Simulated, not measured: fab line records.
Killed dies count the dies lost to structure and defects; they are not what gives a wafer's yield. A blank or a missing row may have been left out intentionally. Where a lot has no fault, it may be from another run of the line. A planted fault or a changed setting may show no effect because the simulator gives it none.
fab line records | flow gf180mcu
record lots=6 wafers=18 lastDay=34
route steps=602 shown TOP_METAL@583 PASSIVATION@587
lots with no fault: from the same line, run without faults
startH: hours from the record's opening day to when the first of the lot's shown wafers began | waitH: hours elapsed since this lot's preceding step | " as in the row above | L1.1+2: a single row standing in for several wafers | - no value present, or no start provided | * or withheld: withheld | < > ~ a bound
route shown NAME@n: names a module that has steps shown in the file, with the first one's number in the route | usual: mean/standard deviation of fault-free wafers | same: alike in all rows | chamber/n: place in a boat | sites: readings site by site | _std_site: the values' standard deviation | _edge_site: the outer-site mean with the inner-site mean subtracted | radiusMm: how far each site lies from the wafer's centre | mask NAME#n: copy n | behind: the tool/chamber that last shaped the wafer | hold: the reason the lot was held/the length of the hold in hours/how it ended | device: names the non-switching transistor (n, p or np) | end of line: tests of these same wafers at the route's end | step lacking rows: just its recipe | killed: at the first sort, the dies lost to defects and structure; wafer yield is something else | map: shows each die of a wafer: x if killed, . if not, _ if none is there
set.NAME: setting as actually run; set.NAME@STEP: the setting as run at that earlier step | model.NAME: the simulator's own value behind a step, which no gauge read
lots at selected steps of the route; one table per step, one row per wafer
services: from which hour (startH, from the record's first day; less than 0 if before it) a tool's chamber was out of use, for how many hours, and why
## steps
# step GF_TOP_METAL_METAL_ETCH_16
# recipe chemistry=Cl2/BCl3 maskMaterial=NOVOLAK targetDepthNm=1077.5 stopOn=SiO2 pressureMtorr=8.248 icpW=800 biasW=140 Cl2_flow_sccm=80 bcl3FlowSccm=40 timeS=179.6
# usual drypumpMotorCurrentA=5.5/0.65 heBacksideLeakSccm=3.3/0.32 oesProductAu=0.965/0.0074 throttleValvePct=27.769/0.011
# columns lot.wafer tool chamber startH waitH drypumpMotorCurrentA heBacksideLeakSccm oesProductAu rfHoursCounterH throttleValvePct
L242.2 rieMetal-04 1 658.43 0.0 4.9 3.0 0.970 9 27.776
L242.3 " 0 " " 4.8 3.5 0.965 - 27.769
L242.4 " 1 " " 4.9 2.9 0.961 - 27.754
L243.1 rieMetal-04 1 672.21 0.0 4.9 3.1 0.960 9 27.772
L243.2 " 0 " " 4.8 3.7 0.971 7 27.763
L243.3 " 0 " " 4.8 3.4 0.966 - 27.764
L244.2 rieMetal-01 1 677.81 0.0 5.2 3.2 0.962 6 27.762
L244.4 " 0 " " 6.5 3.3 0.963 - 27.764
L244.6 " 1 " " 5.2 3.1 0.969 - 27.758
L253.2 rieMetal-02 0 736.46 0.0 5.4 3.3 0.977 7 27.773
L253.4 " 1 " " 6.2 3.6 0.979 - 27.771
L253.5 " 0 " " 5.4 3.3 0.962 - 27.757
L258.2 rieMetal-02 0 765.07 0.0 5.4 3.5 0.966 8 27.783
L258.3 " 0 " " 5.4 6.3 0.953 - 27.760
L258.5 " 1 " " 6.2 3.7 0.973 - 27.765
L262.1 rieMetal-04 1 788.08 0.0 4.9 3.0 0.958 14 27.767
L262.5 " 0 " " 4.8 3.2 0.959 - 27.768
L262.6 " 1 " " 4.9 3.2 0.967 - 27.759
# step GF_TOP_METAL_STRIP_17
# recipe chemistry=O2/N2 powerW=1400 pressureMtorr=1500 platenTempC=250 o2FlowSccm=3000 n2FlowSccm=300 overashFraction=0.5
# usual drypumpMotorCurrentA=5.6/0.44 heaterPowerW=327/36 oesProductAu=0.710/0.0045 stripTimeToEndpointS=13.24/0.093
# columns lot.wafer tool chamber startH waitH drypumpMotorCurrentA heaterPowerW oesProductAu rfHoursCounterH stripTimeToEndpointS
L242.2 plasmaAsher-02 0 658.61 0.1 5.6 344 0.716 84 13.34
L242.3 " 0 " " 5.6 349 0.711 - 13.33
L242.4 " 1 " " 5.0 299 0.711 - 13.34
L243.1 plasmaAsher-02 0 672.39 0.1 5.6 344 0.707 86 13.21
L243.2 " 1 " " 5.0 297 0.715 86 13.25
L243.3 " 1 " " 5.0 303 0.712 - 13.22
L244.2 plasmaAsher-03 1 677.99 0.1 5.8 294 0.707 26 13.32
L244.4 " 0 " " 5.2 289 0.701 - 13.28
L244.6 " 1 " " 5.8 293 0.707 - 13.35
L253.2 plasmaAsher-02 0 736.64 0.1 5.6 347 0.711 93 13.29
L253.4 " 0 " " 5.6 352 0.712 - 13.10
L253.5 " 1 " " 4.9 296 0.713 - 13.35
L258.2 plasmaAsher-02 1 765.24 0.1 4.9 297 0.711 98 13.36
L258.3 " 0 " " 5.6 352 0.710 - 13.35
L258.5 " 0 " " 5.6 345 0.712 - 13.05
L262.1 plasmaAsher-02 1 788.25 0.1 4.9 300 0.711 100 13.19
L262.5 " 0 " " 5.6 339 0.707 - 13.27
L262.6 " 1 " " 4.9 309 0.717 - 13.23
# step GF_TOP_METAL_STRIP_18
# recipe chemistry=postEtchResidueRemover timeS=1200 tempC=72.5
# step GF_TOP_METAL_CLEAN_19
# recipe chemistry=DIW dry=n2Spin
# step GF_PASSIVATION_CVD_00
# recipe material=SiO2 targetThkNm=1000 precursor=TEOS tempC=400 timeS=111.95 rfW=600
# usual heaterPowerW=655/100
# columns lot.wafer tool chamber startH waitH heaterPowerW
L242.2 pecvd-02 0 659.14 0.0 570
L242.3 " 2 " " 726
L242.4 " 2 " " 571
L243.1 pecvd-03 1 672.92 0.0 840
L243.2 " 0 " " 610
L243.3 " 2 " " 847
L244.2 pecvd-02 0 678.52 0.0 586
L244.4 " 0 " " 472
L244.6 " 2 " " 653
L253.2 pecvd-02 2 737.21 0.0 708
L253.4 " 2 " " 571
L253.5 " 0 " " 478
L258.2 pecvd-02 0 765.86 0.0 551
L258.3 " 1 " " 679
L258.5 " 2 " " 571
L262.1 pecvd-03 2 788.80 0.0 811
L262.5 " 0 " " 634
L262.6 " 2 " " 863
# step GF_PASSIVATION_THK_MEAS_01
# recipe reads=SiO2_of_PASSIVATION_CVD_00
# usual PASSIVATION_CVD_00_THK=1003/15
# columns lot.wafer tool chamber startH waitH PASSIVATION_CVD_00_THK[nm]
L242.2 filmMetro-01 - 659.23 0.0 996
L242.3 " - " " 999
L242.4 " - " " 1016
L243.1 filmMetro-02 - 673.00 0.0 989
L243.2 " - " " 1003
L243.3 " - " " 999
L244.2 filmMetro-01 - 678.61 0.0 983
L244.4 " - " " 1017
L244.6 " - " " 985
L253.2 filmMetro-04 - 737.30 0.0 1004
L253.4 " - " " 1011
L253.5 " - " " 1013
L258.2 filmMetro-04 - 766.01 0.1 990
L258.3 " - " " 1011
L258.5 " - " " 1009
L262.1 filmMetro-02 - 788.87 0.0 1000
L262.5 " - " " 1018
L262.6 " - " " 1018
# step GF_PASSIVATION_CVD_02
# recipe material=Si3N4 targetThkNm=700 timeS=486.18 tempC=400 rfW=450
# usual heaterPowerW=702/92
# columns lot.wafer tool chamber startH waitH heaterPowerW
L242.2 pecvd-01 1 659.28 0.0 635
L242.3 " 2 " " 618
L242.4 " 0 " " 750
L243.1 pecvd-01 0 673.06 0.1 706
L243.2 " 2 " " 559
L243.3 " 1 " " 700
L244.2 pecvd-01 0 678.66 0.0 696
L244.4 " 2 " " 530
L244.6 " 0 " " 715
L253.2 pecvd-03 2 737.35 0.0 790
L253.4 " 0 " " 713
L253.5 " 2 " " 857
L258.2 pecvd-01 2 766.06 0.0 575
L258.3 " 1 " " 714
L258.5 " 0 " " 728
L262.1 pecvd-01 0 788.93 0.1 704
L262.5 " 1 " " 617
L262.6 " 2 " " 666
# step GF_PASSIVATION_THK_MEAS_03
# recipe reads=Si3N4_of_PASSIVATION_CVD_02
# usual PASSIVATION_CVD_02_THK=704/9.9
# columns lot.wafer tool chamber startH waitH PASSIVATION_CVD_02_THK[nm]
L242.2 filmMetro-02 - 659.58 0.2 705
L242.3 " - " " 678
L242.4 " - " " 700
L243.1 filmMetro-02 - 673.35 0.1 697
L243.2 " - " " 695
L243.3 " - " " 701
L244.2 filmMetro-02 - 678.96 0.2 687
L244.4 " - " " 696
L244.6 " - " " 706
L253.2 filmMetro-04 - 737.64 0.2 677
L253.4 " - " " 694
L253.5 " - " " 692
L258.2 filmMetro-04 - 766.40 0.2 695
L258.3 " - " " 707
L258.5 " - " " 710
L262.1 filmMetro-01 - 789.22 0.1 696
L262.5 " - " " 718
L262.6 " - " " 697
# step GF_PASSIVATION_DEHYDRATE_04
# recipe tempC=200 timeS=60
# step GF_PASSIVATION_HMDS_05
# recipe primeTimeS=60 primeTempC=120
# step GF_PASSIVATION_COAT_06
# recipe spinRpm=2000 resistThkNm=4000
# step GF_PASSIVATION_SOFTBAKE_07
# recipe tempC=110 timeS=withheld
# step GF_PASSIVATION_EXPOSE_08
# recipe maskId=Pad targetCdNm=40000 na=0.57 doseMj=310
# usual exposureDoseMJCm2=310.00/0.3 focusOffsetNm=0.0/0.48 na=0.57/0
# columns lot.wafer tool chamber startH waitH mask exposureDoseMJCm2 focusOffsetNm na
L242.2 ilineStepper-01 0 668.91 - Pad#0 309.77 -0.8 0.57
L242.3 " 0 " " Pad#0 310.16 -0.3 0.57
L242.4 " 0 " " Pad#0 309.87 -0.3 0.57
L243.1 ilineStepper-01 - 682.59 - Pad#0 - - -
L243.2 " - " " Pad#0 - - -
L243.3 " - " " Pad#0 - - -
L244.2 ilineStepper-02 - 687.98 - Pad#0 - - -
L244.4 " - " " Pad#0 - - -
L244.6 " - " " Pad#0 - - -
L253.2 ilineStepper-01 0 745.99 - Pad#0 310.10 0.1 0.57
L253.4 " 0 " " Pad#0 309.94 0.3 0.57
L253.5 " 0 " " Pad#0 310.03 -0.3 0.57
L258.2 ilineStepper-01 0 774.04 - Pad#0 310.05 -0.3 0.57
L258.3 " 0 " " Pad#0 310.13 -0.8 0.57
L258.5 " 0 " " Pad#0 310.05 0.0 0.57
L262.1 ilineStepper-02 0 796.75 - Pad#0 309.71 0.2 0.57
L262.5 " 0 " " Pad#0 310.37 0.4 0.57
L262.6 " 0 " " Pad#0 309.58 -0.5 0.57
# step GF_PASSIVATION_PEB_09
# recipe tempC=115 timeS=withheld
## services
# columns tool chamber startH hours kind
rieMetal-04 - 639.04 2.8 pm
pecvd-03 - 647.77 24.0 repair
pecvd-03 - 648.49 0.8 repair
ilineStepper-01 - 651.03 0.8 repair
ilineStepper-02 - 660.89 10.9 repair
ilineStepper-02 0 682.20 - calibration
pecvd-01 2 687.07 4.9 repair
pecvd-03 - 688.50 2.8 pm
rieMetal-04 - 698.20 2.0 repair
pecvd-03 0 704.05 5.6 repair
rieMetal-01 - 720.21 4.3 pm
pecvd-02 1 725.46 10.6 repair
pecvd-03 - 730.92 0.6 repair
pecvd-01 2 731.85 14.4 repair
pecvd-02 - 732.71 0.6 repair
plasmaAsher-03 - 739.91 48.7 repair
plasmaAsher-02 - 741.98 1.7 repair
rieMetal-01 0 751.10 4.8 repair
ilineStepper-01 - 755.25 10.3 repair
rieMetal-04 1 770.93 3.1 repair
plasmaAsher-02 - 771.90 2.6 repair
rieMetal-01 - 779.36 14.6 pm
rieMetal-04 1 785.53 1.6 repair
rieMetal-04 0 795.99 20.3 repair
## key
firstSign step=GF_PASSIVATION_EXPOSE_08 reading=toolRecord direction=missing
effect none on later readings
metAt GF_PASSIVATION_EXPOSE_08
struckWafers L243.1,L243.2,L243.3,L244.2,L244.4,L244.6
laterRowsLeftOut L243.1,L243.2,L243.3,L244.2,L244.4,L244.6
sortLeftOut L243.1,L243.2,L243.3,L244.2,L244.4,L244.6
onsetBetween 668.91 682.59
fault kind=skippedStepWhole tool=ilineStepper-01,ilineStepper-02 chamber=- onsetH=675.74 steps=GF_PASSIVATION_EXPOSE_08 scope=struckLotsOnly
# sortLeftOut: the simulated sort isn't trusted on such a fault, so these wafers' sort isn't shown, and their yield isn't known
# laterRowsLeftOut: the simulator's readings of these wafers behind a module that went badly wrong aren't trusted and aren't shown, but for the sort
